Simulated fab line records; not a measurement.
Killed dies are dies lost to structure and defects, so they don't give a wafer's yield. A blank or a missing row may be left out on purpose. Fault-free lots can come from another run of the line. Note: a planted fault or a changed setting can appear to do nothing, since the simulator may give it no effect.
fab line records	flow sky130
[record] lots = 15	wafers = 45	lastDay = 50
route steps=708 shown VIA2@529 CAPM@546 METAL3@564
lots that met no fault: taken from a fault-free run of the same line
startH: start of the lot's first displayed wafer, in hours after the record's first day	waitH: hours from the lot's prior step to this one	" repeats the value in the row above	L1.1+2: a single row standing in for several wafers	- no value, or no start was given	* or withheld: withheld	< > ~ a bound
route shown NAME@n: names a module that has steps shown in the file, with the first one's number in the route	usual: mean/standard deviation of fault-free wafers	same: alike in all rows	chamber/n: place in a boat	sites: readings site by site	_std_site: how widely they spread, as a standard deviation	_edge_site: the outer-site mean with the inner-site mean subtracted	radiusMm: how far each site lies from the wafer's centre	mask NAME#n: copy n	behind: the most recent tool/chamber to have shaped the wafer	hold: reason for holding the lot/hours on hold/outcome of the hold	device: names the non-switching transistor (n, p or np)	end of line: the tests these same wafers got at the end of their route	a step given without rows: its recipe and nothing more	killed: the dies lost at the first sort to structure and to defects; this is not the yield of the wafer	map: per-die view of a wafer (x killed, . not killed, _ where there is no die)
set.NAME: the setting as run; set.NAME@STEP: as run at that earlier step	model.NAME: the simulator's own value behind a step, which no gauge read
the route's steps for a sample of lots (tables are steps, rows are wafers)
services: the hour from which a tool's chamber was out of use, counted from the record's first day as startH (under 0 if before that day), plus the number of hours and why
[[steps]]
[step SKY_VIA2_RS_MEAS_22]
[recipe] thkMeasGauge = four-point-probe	reads = W_of_VIA2_CVD_21+TiN_of_VIA2_SPUTTER_20
[usual] VIA2_W_RS = 0.274/0.0032
lot.wafer	tool	chamber	startH	waitH	VIA2_W_RS[ohm/sq]
L642.1	filmMetro-03	-	858.68	0.1	0.272
L642.5	"	-	"	"	0.272
L642.6	"	-	"	"	0.279
L643.1	filmMetro-03	-	866.75	0.1	0.275
L643.3	"	-	"	"	0.276
L643.5	"	-	"	"	0.271
L644.2	filmMetro-03	-	874.38	0.1	0.274
L644.4	"	-	"	"	0.275
L644.5	"	-	"	"	0.276
L645.1	filmMetro-02	-	881.99	0.1	0.278
L645.3	"	-	"	"	0.273
L645.4	"	-	"	"	0.276
L647.3	filmMetro-01	-	906.16	0.1	0.268
L647.5	"	-	"	"	0.275
L647.6	"	-	"	"	0.268
L649.3	filmMetro-02	-	909.07	0.1	0.278
L649.5	"	-	"	"	0.271
L649.6	"	-	"	"	0.275
L655.3	filmMetro-01	-	952.23	0.1	0.272
L655.5	"	-	"	"	0.270
L655.6	"	-	"	"	0.272
L656.1	filmMetro-02	-	958.67	0.1	0.273
L656.2	"	-	"	"	0.274
L656.5	"	-	"	"	0.275
L657.2	filmMetro-03	-	970.20	0.1	0.277
L657.3	"	-	"	"	0.279
L657.4	"	-	"	"	0.276
L658.1	filmMetro-03	-	973.23	0.1	0.270
L658.3	"	-	"	"	0.270
L658.6	"	-	"	"	0.271
L660.1	filmMetro-01	-	996.17	0.1	0.275
L660.5	"	-	"	"	0.280
L660.6	"	-	"	"	0.270
L661.2	filmMetro-02	-	997.46	0.1	0.274
L661.5	"	-	"	"	0.271
L661.6	"	-	"	"	0.270
L662.2	filmMetro-03	-	999.76	0.1	0.274
L662.3	"	-	"	"	0.276
L662.4	"	-	"	"	0.268
L663.3	filmMetro-03	-	1005.20	0.1	0.277
L663.4	"	-	"	"	0.275
L663.5	"	-	"	"	0.279
L664.1	filmMetro-01	-	1019.41	0.1	0.272
L664.3	"	-	"	"	0.269
L664.5	"	-	"	"	0.271
[step SKY_CAPM_EXPOSE_09]
[recipe] maskId = CAPM	na = 0.6	sourceShape = conventional	sigmaOuter = 0.6	polarization = unpolarized	targetCdNm = 1000	doseMj = 159
[usual] exposureDoseMJCm2 = 159.02/0.15	focusOffsetNm = -0.1/0.53
lot.wafer	tool	chamber	startH	waitH	mask	exposureDoseMJCm2	focusOffsetNm
L642.1	ilineStepper-02	0	873.03	-	CAPM#0	158.68	-0.2
L642.5	"	0	"	"	CAPM#0	159.08	-0.9
L642.6	"	0	"	"	CAPM#0	158.80	-1.1
L643.1	ilineStepper-01	0	881.96	-	CAPM#0	159.11	-0.6
L643.3	"	0	"	"	CAPM#0	159.06	0.3
L643.5	"	0	"	"	CAPM#0	159.27	-0.9
L644.2	ilineStepper-02	0	887.68	-	CAPM#0	159.05	0.1
L644.4	"	0	"	"	CAPM#0	158.62	0.0
L644.5	"	0	"	"	CAPM#0	158.97	0.3
L645.1	ilineStepper-02	0	895.04	-	CAPM#0	159.11	-0.4
L645.3	"	0	"	"	CAPM#0	158.87	0.6
L645.4	"	0	"	"	CAPM#0	158.94	1.2
L647.3	ilineStepper-02	0	919.27	-	CAPM#0	158.85	-0.1
L647.5	"	0	"	"	CAPM#0	158.95	0.1
L647.6	"	0	"	"	CAPM#0	159.08	0.3
L649.3	ilineStepper-02	0	921.33	-	CAPM#0	159.15	-0.7
L649.5	"	0	"	"	CAPM#0	159.22	-0.3
L649.6	"	0	"	"	CAPM#0	158.86	-0.3
L655.3	ilineStepper-01	-	965.04	-	CAPM#0	-	-
L655.5	"	-	"	"	CAPM#0	-	-
L655.6	"	-	"	"	CAPM#0	-	-
L656.1	ilineStepper-01	-	970.88	-	CAPM#0	-	-
L656.2	"	-	"	"	CAPM#0	-	-
L656.5	"	-	"	"	CAPM#0	-	-
L657.2	ilineStepper-01	-	983.40	-	CAPM#0	-	-
L657.3	"	-	"	"	CAPM#0	-	-
L657.4	"	-	"	"	CAPM#0	-	-
L658.1	ilineStepper-01	0	986.08	-	CAPM#0	159.08	0.1
L658.3	"	0	"	"	CAPM#0	158.97	-0.4
L658.6	"	0	"	"	CAPM#0	159.03	0.3
L660.1	ilineStepper-01	0	1009.00	-	CAPM#0	159.24	-0.4
L660.5	"	0	"	"	CAPM#0	159.10	0.1
L660.6	"	0	"	"	CAPM#0	158.98	0.4
L661.2	ilineStepper-01	0	1010.01	-	CAPM#0	159.07	0.2
L661.5	"	0	"	"	CAPM#0	159.19	-0.5
L661.6	"	0	"	"	CAPM#0	159.21	0.6
L662.2	ilineStepper-01	0	1012.15	-	CAPM#0	158.95	-0.8
L662.3	"	0	"	"	CAPM#0	159.01	-0.3
L662.4	"	0	"	"	CAPM#0	159.15	-0.4
L663.3	ilineStepper-02	0	1017.55	-	CAPM#0	159.21	0.2
L663.4	"	0	"	"	CAPM#0	159.05	-0.6
L663.5	"	0	"	"	CAPM#0	159.18	-0.1
L664.1	ilineStepper-01	0	1032.66	-	CAPM#0	159.00	0.7
L664.3	"	0	"	"	CAPM#0	159.15	0.8
L664.5	"	0	"	"	CAPM#0	158.81	0.1
[step SKY_CAPM_METAL_ETCH_13]
[recipe] targetDepthNm = 220	stopOn = SiO2	chemistry = Cl2/BCl3	target = TiN	pressureMtorr = 10	icpW = 900	biasW = 48.5	Cl2_flow_sccm = 60	bcl3FlowSccm = 30	timeS = 62.9
[usual] drypumpMotorCurrentA = 5.56/0.25	oesProductAu = 0.937/0.0077	throttleValvePct = 21.904/0.01
lot.wafer	tool	chamber	startH	waitH	drypumpMotorCurrentA	oesProductAu	rfHoursCounterH	throttleValvePct
L642.1	rieMetal-01	0	886.02	0.0	5.18	0.936	5	21.919
L642.5	"	0	"	"	5.17	0.937	-	21.895
L642.6	"	1	"	"	5.25	0.944	-	21.890
L643.1	rieMetal-02	0	894.47	0.0	5.72	0.941	7	21.903
L643.3	"	1	"	"	5.75	0.929	-	21.907
L643.5	"	1	"	"	5.75	0.944	-	21.900
L644.2	rieMetal-01	0	901.07	0.0	5.19	0.940	6	21.883
L644.4	"	0	"	"	5.17	0.929	-	21.904
L644.5	"	1	"	"	5.25	0.940	-	21.903
L645.1	rieMetal-02	1	908.37	0.0	5.77	0.933	2	21.896
L645.3	"	0	"	"	5.72	0.937	-	21.900
L645.4	"	1	"	"	5.76	0.934	-	21.899
L647.3	rieMetal-01	1	931.84	0.0	5.24	0.938	-	21.914
L647.5	"	1	"	"	5.26	0.941	-	21.893
L647.6	"	0	"	"	5.17	0.938	-	21.918
L649.3	rieMetal-02	0	934.14	0.0	5.71	0.940	-	21.899
L649.5	"	1	"	"	5.75	0.935	-	21.885
L649.6	"	0	"	"	5.72	0.941	-	21.896
L655.3	rieMetal-02	0	976.89	0.0	5.76	0.931	-	21.903
L655.5	"	0	"	"	5.74	0.926	-	21.917
L655.6	"	1	"	"	5.78	0.923	-	21.926
L656.1	rieMetal-03	0	982.82	0.0	5.65	0.932	5	21.930
L656.2	"	1	"	"	5.83	0.947	2	21.896
L656.5	"	0	"	"	5.65	0.934	-	21.911
L657.2	rieMetal-01	0	994.47	0.0	5.20	0.939	12	21.900
L657.3	"	0	"	"	5.19	0.948	-	21.889
L657.4	"	1	"	"	5.24	0.951	-	21.892
L658.1	rieMetal-02	1	997.52	0.0	5.76	0.923	6	21.913
L658.3	"	0	"	"	5.70	0.925	-	21.905
L658.6	"	1	"	"	5.75	0.932	-	21.913
L660.1	rieMetal-01	1	1019.47	0.0	5.24	0.942	11	21.918
L660.5	"	1	"	"	5.24	0.939	-	21.905
L660.6	"	1	"	"	5.25	0.937	-	21.904
L661.2	rieMetal-02	1	1020.82	0.0	5.79	0.929	8	21.913
L661.5	"	0	"	"	5.71	0.931	-	21.910
L661.6	"	1	"	"	5.80	0.935	-	21.907
L662.2	rieMetal-03	1	1023.12	0.0	5.82	0.954	5	21.912
L662.3	"	0	"	"	5.68	0.942	-	21.879
L662.4	"	1	"	"	5.78	0.937	-	21.905
L663.3	rieMetal-02	0	1029.44	0.0	5.72	0.929	-	21.903
L663.4	"	1	"	"	5.78	0.943	-	21.907
L663.5	"	0	"	"	5.71	0.935	-	21.912
L664.1	rieMetal-02	0	1042.92	0.0	5.73	0.942	14	21.917
L664.3	"	1	"	"	5.80	0.950	-	21.904
L664.5	"	0	"	"	5.72	0.948	-	21.909
[step SKY_METAL3_OVL_MEAS_14]
[usual] METAL3_OVL = 0/5.3
lot.wafer	tool	chamber	startH	waitH	METAL3_OVL[nm]
L642.1	overlay-01	-	912.59	0.1	3
L642.5	"	-	"	"	0
L642.6	"	-	"	"	6
L643.1	overlay-01	-	920.55	0.1	-4
L643.3	"	-	"	"	1
L643.5	"	-	"	"	-1
L644.2	overlay-01	-	926.79	0.1	3
L644.4	"	-	"	"	4
L644.5	"	-	"	"	9
L645.1	overlay-02	-	934.09	0.1	-9
L645.3	"	-	"	"	-2
L645.4	"	-	"	"	-3
L647.3	overlay-02	-	957.01	0.1	2
L647.5	"	-	"	"	7
L647.6	"	-	"	"	3
L649.3	overlay-02	-	958.81	0.1	-3
L649.5	"	-	"	"	0
L649.6	"	-	"	"	-8
L658.1	overlay-01	-	1020.84	0.1	-12
L658.3	"	-	"	"	-13
L658.6	"	-	"	"	-12
L660.1	overlay-02	-	1042.84	0.1	2
L660.5	"	-	"	"	-3
L660.6	"	-	"	"	-4
L661.2	overlay-01	-	1043.96	0.1	0
L661.5	"	-	"	"	2
L661.6	"	-	"	"	-9
L662.2	overlay-01	-	1046.46	0.1	-3
L662.3	"	-	"	"	3
L662.4	"	-	"	"	-2
L663.3	overlay-01	-	1052.46	0.1	-1
L663.4	"	-	"	"	8
L663.5	"	-	"	"	1
L664.1	overlay-01	-	1064.74	0.1	-1
L664.3	"	-	"	"	1
L664.5	"	-	"	"	-2
[[services]]
tool	chamber	startH	hours	kind
rieMetal-02	1	849.23	-	clean
rieMetal-02	1	849.23	14.9	scheduledDown
rieMetal-02	1	849.23	14.9	ventCycle
ilineStepper-02	0	857.16	-	calibration
rieMetal-03	0	910.29	-	clean
rieMetal-03	0	910.29	10.7	scheduledDown
rieMetal-03	0	910.29	10.7	ventCycle
rieMetal-03	1	934.88	-	clean
rieMetal-03	1	934.88	16.6	scheduledDown
rieMetal-03	1	934.88	16.6	ventCycle
rieMetal-01	-	938.33	0.2	repair
rieMetal-01	1	940.50	29.5	repair
ilineStepper-02	-	978.69	13.8	repair
rieMetal-03	-	990.32	4.3	pm
ilineStepper-01	-	992.46	1.7	pm
ilineStepper-02	-	999.66	12.9	repair
rieMetal-01	0	1003.45	23.9	repair
ilineStepper-02	-	1014.64	1.7	pm
rieMetal-01	-	1026.39	2.8	pm
[[key]]
[firstSign] step = SKY_CAPM_EXPOSE_09	reading = toolRecord	direction = missing
effect none on later readings
metAt SKY_CAPM_EXPOSE_09
struckLots L655,L656,L657
laterRowsLeftOut L655.3,L655.5,L655.6,L656.1,L656.2,L656.5,L657.2,L657.3,L657.4
sortLeftOut L655.3,L655.5,L655.6,L656.1,L656.2,L656.5,L657.2,L657.3,L657.4
notActingAt SKY_VIA2_RS_MEAS_22,SKY_CAPM_METAL_ETCH_13,SKY_METAL3_OVL_MEAS_14
onsetBetween 881.96 965.04
[fault] kind = skippedStepWhole	tool = ilineStepper-01	chamber = -	onsetH = 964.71	steps = SKY_CAPM_EXPOSE_09	scope = struckLotsOnly
// sortLeftOut: the simulated sort isn't trusted on such a fault, so these wafers' sort isn't shown, and their yield isn't known
// laterRowsLeftOut: the simulator's readings of these wafers behind a module that went badly wrong aren't trusted and aren't shown, but for the sort
